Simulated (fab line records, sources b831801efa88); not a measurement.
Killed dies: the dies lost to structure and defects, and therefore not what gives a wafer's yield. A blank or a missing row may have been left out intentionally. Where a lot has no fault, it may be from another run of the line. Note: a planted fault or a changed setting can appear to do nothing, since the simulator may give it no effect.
What tool caused it? || flow gf180mcu || 12 lots, 36 wafers sampled, at 7 steps of a route of 602

== WHAT THE GAUGES READ, wafer by wafer ==
GF_V4_THK_MEAS_03.
{"lot": "L633", "measured": "day 23 08:22", "on": "film-metro-01", "V4_CVD_02_THK (nm)": "844 844 856"}
{"lot": "L634", "measured": "day 23 15:15", "on": "film-metro-03", "V4_CVD_02_THK (nm)": "849 865 826"}
{"lot": "L636", "measured": "day 24 18:50", "on": "film-metro-03", "V4_CVD_02_THK (nm)": "846 840 845"}
{"lot": "L638", "measured": "day 25 08:47", "on": "film-metro-04", "V4_CVD_02_THK (nm)": "852 864 854"}
{"lot": "L639", "measured": "day 25 14:07", "on": "film-metro-01", "V4_CVD_02_THK (nm)": "827 850 865"}
{"lot": "L640", "measured": "day 25 21:46", "on": "film-metro-03", "V4_CVD_02_THK (nm)": "835 854 855"}
{"lot": "L641", "measured": "day 26 08:31", "on": "film-metro-04", "V4_CVD_02_THK (nm)": "860 872 859"}
{"lot": "L647", "measured": "day 28 02:35", "on": "film-metro-04", "V4_CVD_02_THK (nm)": "851 549 852"}
{"lot": "L648", "measured": "day 28 11:17", "on": "film-metro-04", "V4_CVD_02_THK (nm)": "840 835 862"}
{"lot": "L653", "measured": "day 29 22:32", "on": "film-metro-03", "V4_CVD_02_THK (nm)": "821 853 861"}
{"lot": "L655", "measured": "day 30 08:27", "on": "film-metro-03", "V4_CVD_02_THK (nm)": "862 850 856"}
{"lot": "L656", "measured": "day 30 11:43", "on": "film-metro-04", "V4_CVD_02_THK (nm)": "854 844 851"}

GF_V4_THK_MEAS_25: measures by xrf.
{"lot": "L633", "measured": "day 24 07:23", "on": "film-metro-03", "V4_W_THK (nm)": "379 365 376"}
{"lot": "L634", "measured": "day 24 14:53", "on": "film-metro-03", "V4_W_THK (nm)": "376 366 377"}
{"lot": "L636", "measured": "day 25 18:30", "on": "film-metro-01", "V4_W_THK (nm)": "375 386 381"}
{"lot": "L638", "measured": "day 26 07:42", "on": "film-metro-04", "V4_W_THK (nm)": "371 354 356"}
{"lot": "L639", "measured": "day 26 12:52", "on": "film-metro-03", "V4_W_THK (nm)": "371 367 372"}
{"lot": "L640", "measured": "day 26 19:38", "on": "film-metro-03", "V4_W_THK (nm)": "357 355 359"}
{"lot": "L641", "measured": "day 27 07:05", "on": "film-metro-03", "V4_W_THK (nm)": "356 369 368"}
{"lot": "L647", "measured": "day 29 00:04", "on": "film-metro-03", "V4_W_THK (nm)": "358 357 372"}
{"lot": "L648", "measured": "day 29 07:59", "on": "film-metro-03", "V4_W_THK (nm)": "357 375 362"}
{"lot": "L653", "measured": "day 30 18:33", "on": "film-metro-04", "V4_W_THK (nm)": "373 378 358"}
{"lot": "L655", "measured": "day 31 04:20", "on": "film-metro-04", "V4_W_THK (nm)": "374 362 373"}
{"lot": "L656", "measured": "day 31 07:19", "on": "film-metro-04", "V4_W_THK (nm)": "367 368 367"}

== WHICH TOOL RAN EACH LOT (tool, then ch and the chambers of the sampled wafers, then the start) ==
{"lot": "L633", "GF_V4_CVD_02": "pecvd-04 ch 0,1,2, day 23 08:19", "GF_V4_CMP_04": "cmp-02 ch 0,1, day 23 08:27", "GF_V4_ETCH_16": "rie-diel-01 ch 0,1,3, day 24 06:22", "GF_V4_ETCH_17": "rie-diel-01 ch 0,1,3, day 24 07:02 or earlier", "GF_V4_SPUTTER_21": "pvd-sputter-04, day 24 07:02"}
{"lot": "L634", "GF_V4_CVD_02": "pecvd-02 ch 1,2, day 23 15:10", "GF_V4_CMP_04": "cmp-01 ch 0,3, day 23 15:17", "GF_V4_ETCH_16": "rie-diel-02 ch 2,3, day 24 13:50", "GF_V4_ETCH_17": "rie-diel-02 ch 2,3, day 24 14:32 or earlier", "GF_V4_SPUTTER_21": "pvd-sputter-02, day 24 14:32"}
{"lot": "L636", "GF_V4_CVD_02": "pecvd-04 ch 0,1,2, day 24 18:46", "GF_V4_CMP_04": "cmp-02 ch 0,1,2, day 24 18:54", "GF_V4_ETCH_16": "rie-diel-04 ch 0,2,3, day 25 17:31", "GF_V4_ETCH_17": "rie-diel-04 ch 0,2,3, day 25 18:10 or earlier", "GF_V4_SPUTTER_21": "pvd-sputter-03, day 25 18:10"}
{"lot": "L638", "GF_V4_CVD_02": "pecvd-04 ch 0,2, day 25 08:43", "GF_V4_CMP_04": "cmp-02 ch 1,2, day 25 08:51", "GF_V4_ETCH_16": "rie-diel-01 ch 1,2, day 26 06:41", "GF_V4_ETCH_17": "rie-diel-01 ch 1,2, day 26 07:22 or earlier", "GF_V4_SPUTTER_21": "pvd-sputter-03, day 26 07:22"}
{"lot": "L639", "GF_V4_CVD_02": "pecvd-02 ch 0,2, day 25 14:02", "GF_V4_CMP_04": "cmp-01 ch 0,1,3, day 25 14:10", "GF_V4_ETCH_16": "rie-diel-02 ch 1,2,3, day 26 11:52", "GF_V4_ETCH_17": "rie-diel-02 ch 1,2,3, day 26 12:31 or earlier", "GF_V4_SPUTTER_21": "pvd-sputter-02, day 26 12:31"}
{"lot": "L640", "GF_V4_CVD_02": "pecvd-04 ch 0,1,2, day 25 21:41", "GF_V4_CMP_04": "cmp-02 ch 1,2, day 25 21:49", "GF_V4_ETCH_16": "rie-diel-01 ch 0,1,3, day 26 18:38", "GF_V4_ETCH_17": "rie-diel-01 ch 0,1,3, day 26 19:17 or earlier", "GF_V4_SPUTTER_21": "pvd-sputter-04, day 26 19:17"}
{"lot": "L641", "GF_V4_CVD_02": "pecvd-03 ch 0,1, day 26 08:24", "GF_V4_CMP_04": "cmp-02 ch 0,2, day 26 08:37", "GF_V4_ETCH_16": "rie-diel-04 ch 0,2, day 27 06:05", "GF_V4_ETCH_17": "rie-diel-04 ch 0,2, day 27 06:45 or earlier", "GF_V4_SPUTTER_21": "pvd-sputter-04, day 27 06:45"}
{"lot": "L647", "GF_V4_CVD_02": "pecvd-03 ch 0,1,2, day 28 02:31", "GF_V4_CMP_04": "cmp-01 ch 1,2, day 28 02:39", "GF_V4_ETCH_16": "rie-diel-04 ch 0,2,3, day 28 22:58", "GF_V4_ETCH_17": "rie-diel-04 ch 0,2,3, day 28 23:44 or earlier", "GF_V4_SPUTTER_21": "pvd-sputter-04, day 28 23:44"}
{"lot": "L648", "GF_V4_CVD_02": "pecvd-04 ch 0,2, day 28 11:13", "GF_V4_CMP_04": "cmp-01 ch 1,2, day 28 11:20", "GF_V4_ETCH_16": "rie-diel-02 ch 0,1,3, day 29 06:59", "GF_V4_ETCH_17": "rie-diel-02 ch 0,1,3, day 29 07:39 or earlier", "GF_V4_SPUTTER_21": "pvd-sputter-02, day 29 07:39"}
{"lot": "L653", "GF_V4_CVD_02": "pecvd-02 ch 0,2, day 29 22:28", "GF_V4_CMP_04": "cmp-01 ch 0,1,2, day 29 22:35", "GF_V4_ETCH_16": "rie-diel-02 ch 0,1,3, day 30 17:29", "GF_V4_ETCH_17": "rie-diel-02 ch 0,1,3, day 30 18:13 or earlier", "GF_V4_SPUTTER_21": "pvd-sputter-02, day 30 18:13"}
{"lot": "L655", "GF_V4_CVD_02": "pecvd-04 ch 0,1,2, day 30 08:23", "GF_V4_CMP_04": "cmp-02 ch 0,3, day 30 08:32", "GF_V4_ETCH_16": "rie-diel-02 ch 0,1,3, day 31 03:17", "GF_V4_ETCH_17": "rie-diel-02 ch 0,1,3, day 31 03:58 or earlier", "GF_V4_SPUTTER_21": "pvd-sputter-04, day 31 03:58"}
{"lot": "L656", "GF_V4_CVD_02": "pecvd-04 ch 0,2, day 30 11:38", "GF_V4_CMP_04": "cmp-02 ch 0,1,3, day 30 11:52", "GF_V4_ETCH_16": "rie-diel-04 ch 0,3, day 31 06:19", "GF_V4_ETCH_17": "rie-diel-04 ch 0,3, day 31 06:59 or earlier", "GF_V4_SPUTTER_21": "pvd-sputter-02, day 31 06:59"}
- GF_V4_CVD_02: deposits SiO2 from TEOS, target thk 850 nm, time 94.851 s.
- GF_V4_CMP_04: polishes SiO2.
- GF_V4_ETCH_16: etches BARC in N2/H2.
- GF_V4_ETCH_17: etches SiO2 in C4F8/O2/Ar, stops on TiN, target depth 630 nm.
- GF_V4_SPUTTER_21: material Ti, target thk 15 nm, time 80.02 s.

== AS READ BY THE TOOLS THEMSELVES (means over the sampled wafers that have a number; for cases with no such wafer, the mark the record gives instead) ==
GF_V4_CVD_02.
{"lot": "L633", "tool": "pecvd-04", "heater-power-w (W)": 624}
{"lot": "L634", "tool": "pecvd-02", "heater-power-w (W)": 708}
{"lot": "L636", "tool": "pecvd-04", "heater-power-w (W)": 636}
{"lot": "L638", "tool": "pecvd-04", "heater-power-w (W)": 578}
{"lot": "L639", "tool": "pecvd-02", "heater-power-w (W)": 700}
{"lot": "L640", "tool": "pecvd-04", "heater-power-w (W)": 653}
{"lot": "L641", "tool": "pecvd-03", "heater-power-w (W)": 534}
{"lot": "L647", "tool": "pecvd-03", "heater-power-w (W)": 564}
{"lot": "L648", "tool": "pecvd-04", "heater-power-w (W)": 633}
{"lot": "L653", "tool": "pecvd-02", "heater-power-w (W)": 696}
{"lot": "L655", "tool": "pecvd-04", "heater-power-w (W)": 659}
{"lot": "L656", "tool": "pecvd-04", "heater-power-w (W)": 670}

GF_V4_CMP_04.
{"lot": "L633", "tool": "cmp-02", "motor-current-A (A)": 12.3, "time-to-endpoint-s (s)": 81}
{"lot": "L634", "tool": "cmp-01", "motor-current-A (A)": 10.3, "time-to-endpoint-s (s)": 79}
{"lot": "L636", "tool": "cmp-02", "motor-current-A (A)": 11.7, "time-to-endpoint-s (s)": 79}
{"lot": "L638", "tool": "cmp-02", "motor-current-A (A)": 12.2, "time-to-endpoint-s (s)": 86}
{"lot": "L639", "tool": "cmp-01", "motor-current-A (A)": 11.1, "time-to-endpoint-s (s)": 81}
{"lot": "L640", "tool": "cmp-02", "motor-current-A (A)": 11.7, "time-to-endpoint-s (s)": 84}
{"lot": "L641", "tool": "cmp-02", "motor-current-A (A)": 11.7, "time-to-endpoint-s (s)": 84}
{"lot": "L647", "tool": "cmp-01", "motor-current-A (A)": 12.7, "time-to-endpoint-s (s)": 62}
{"lot": "L648", "tool": "cmp-01", "motor-current-A (A)": 12.4, "time-to-endpoint-s (s)": 77}
{"lot": "L653", "tool": "cmp-01", "motor-current-A (A)": 11.8, "time-to-endpoint-s (s)": 78}
{"lot": "L655", "tool": "cmp-02", "motor-current-A (A)": 12.3, "time-to-endpoint-s (s)": 80}
{"lot": "L656", "tool": "cmp-02", "motor-current-A (A)": 12.0, "time-to-endpoint-s (s)": 79}

GF_V4_ETCH_16.
{"lot": "L633", "tool": "rie-diel-01", "drypump-motor-current-A (A)": 5.7, "oes-product-au (a.u.)": 0.856, "throttle-valve-pct (%)": 13.228}
{"lot": "L634", "tool": "rie-diel-02", "drypump-motor-current-A (A)": 5.9, "oes-product-au (a.u.)": 0.854, "throttle-valve-pct (%)": 13.223}
{"lot": "L636", "tool": "rie-diel-04", "drypump-motor-current-A (A)": 5.7, "oes-product-au (a.u.)": 0.853, "throttle-valve-pct (%)": 13.229}
{"lot": "L638", "tool": "rie-diel-01", "drypump-motor-current-A (A)": 6.5, "oes-product-au (a.u.)": 0.856, "throttle-valve-pct (%)": 13.227}
{"lot": "L639", "tool": "rie-diel-02", "drypump-motor-current-A (A)": 5.8, "oes-product-au (a.u.)": 0.854, "throttle-valve-pct (%)": 13.228}
{"lot": "L640", "tool": "rie-diel-01", "drypump-motor-current-A (A)": 5.7, "oes-product-au (a.u.)": 0.854, "throttle-valve-pct (%)": 13.224}
{"lot": "L641", "tool": "rie-diel-04", "drypump-motor-current-A (A)": 5.9, "oes-product-au (a.u.)": 0.857, "throttle-valve-pct (%)": 13.228}
{"lot": "L647", "tool": "rie-diel-04", "drypump-motor-current-A (A)": 5.7, "oes-product-au (a.u.)": 0.856, "throttle-valve-pct (%)": 13.227}
{"lot": "L648", "tool": "rie-diel-02", "drypump-motor-current-A (A)": 5.8, "oes-product-au (a.u.)": 0.858, "throttle-valve-pct (%)": 13.223}
{"lot": "L653", "tool": "rie-diel-02", "drypump-motor-current-A (A)": 5.8, "oes-product-au (a.u.)": 0.855, "throttle-valve-pct (%)": 13.228}
{"lot": "L655", "tool": "rie-diel-02", "drypump-motor-current-A (A)": 5.8, "oes-product-au (a.u.)": 0.857, "throttle-valve-pct (%)": 13.219}
{"lot": "L656", "tool": "rie-diel-04", "drypump-motor-current-A (A)": 5.6, "oes-product-au (a.u.)": 0.858, "throttle-valve-pct (%)": 13.229}

GF_V4_ETCH_17.
{"lot": "L633", "tool": "rie-diel-01", "oes-product-au (a.u.)": 0.858}
{"lot": "L634", "tool": "rie-diel-02", "oes-product-au (a.u.)": 0.860}
{"lot": "L636", "tool": "rie-diel-04", "oes-product-au (a.u.)": 0.857}
{"lot": "L638", "tool": "rie-diel-01", "oes-product-au (a.u.)": 0.858}
{"lot": "L639", "tool": "rie-diel-02", "oes-product-au (a.u.)": 0.852}
{"lot": "L640", "tool": "rie-diel-01", "oes-product-au (a.u.)": 0.856}
{"lot": "L641", "tool": "rie-diel-04", "oes-product-au (a.u.)": 0.859}
{"lot": "L647", "tool": "rie-diel-04", "oes-product-au (a.u.)": 0.832}
{"lot": "L648", "tool": "rie-diel-02", "oes-product-au (a.u.)": 0.850}
{"lot": "L653", "tool": "rie-diel-02", "oes-product-au (a.u.)": 0.852}
{"lot": "L655", "tool": "rie-diel-02", "oes-product-au (a.u.)": 0.860}
{"lot": "L656", "tool": "rie-diel-04", "oes-product-au (a.u.)": 0.858}

GF_V4_SPUTTER_21.
{"lot": "L633", "tool": "pvd-sputter-04", "throttle-valve-pct (%)": 31.0}
{"lot": "L634", "tool": "pvd-sputter-02", "throttle-valve-pct (%)": 29.6}
{"lot": "L636", "tool": "pvd-sputter-03", "throttle-valve-pct (%)": 30.8}
{"lot": "L638", "tool": "pvd-sputter-03", "throttle-valve-pct (%)": 31.5}
{"lot": "L639", "tool": "pvd-sputter-02", "throttle-valve-pct (%)": 29.4}
{"lot": "L640", "tool": "pvd-sputter-04", "throttle-valve-pct (%)": 30.8}
{"lot": "L641", "tool": "pvd-sputter-04", "throttle-valve-pct (%)": 31.1}
{"lot": "L647", "tool": "pvd-sputter-04", "throttle-valve-pct (%)": 30.7}
{"lot": "L648", "tool": "pvd-sputter-02", "throttle-valve-pct (%)": 29.2}
{"lot": "L653", "tool": "pvd-sputter-02", "throttle-valve-pct (%)": 29.5}
{"lot": "L655", "tool": "pvd-sputter-04", "throttle-valve-pct (%)": 31.3}
{"lot": "L656", "tool": "pvd-sputter-02", "throttle-valve-pct (%)": 29.5}

== THE ANSWER, worked out from the rows above alone ==
Rule: the usual values come from the lots themselves. Put in order of their means at a reading, lots are off if they are a third of the lots or fewer, leave a main group of 4 or more, and stand apart from it by a gap of 3 or more times the standard deviation of the main group's means; of several such gaps the widest counts. A main group is skipped when, at the precision printed for the reading in the tables above, its means are all equal. Also off: a lot with no number at a reading for which 4 or more lots have one. Any other lot the step has rows for is counted as sound. After the gauges, taken in route order, come the tools' own readings; for these a lot's mean is taken, as printed above. The first step at which some lot is off is used, and at that step the reading that is off furthest; a lot without a number counts as furthest.
Off: L647, seen at GF_V4_THK_MEAS_03 (V4_CVD_02_THK). The main group: mean 850 nm, standard deviation 5.9.
If a tool, at a process step before that reading, ran all the lots that are off and no sound lot after the first of them, it fits. Not tried: the gauges at GF_V4_THK_MEAS_03; whatever is off there is also off at GF_V4_CMP_04, on other tools, and gauge error can't account for it. One fits: pecvd-03 at GF_V4_CVD_02. Its last sound lot is L641 (day 26 08:24), its first lot that is off L647 (day 28 02:31): a fault that began between those two fits.

== WHAT HAD BEEN PUT IN BY THE SIMULATOR ==
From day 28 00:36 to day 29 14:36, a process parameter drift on pecvd-03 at GF_V4_CVD_02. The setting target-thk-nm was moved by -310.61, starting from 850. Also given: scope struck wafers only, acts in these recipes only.
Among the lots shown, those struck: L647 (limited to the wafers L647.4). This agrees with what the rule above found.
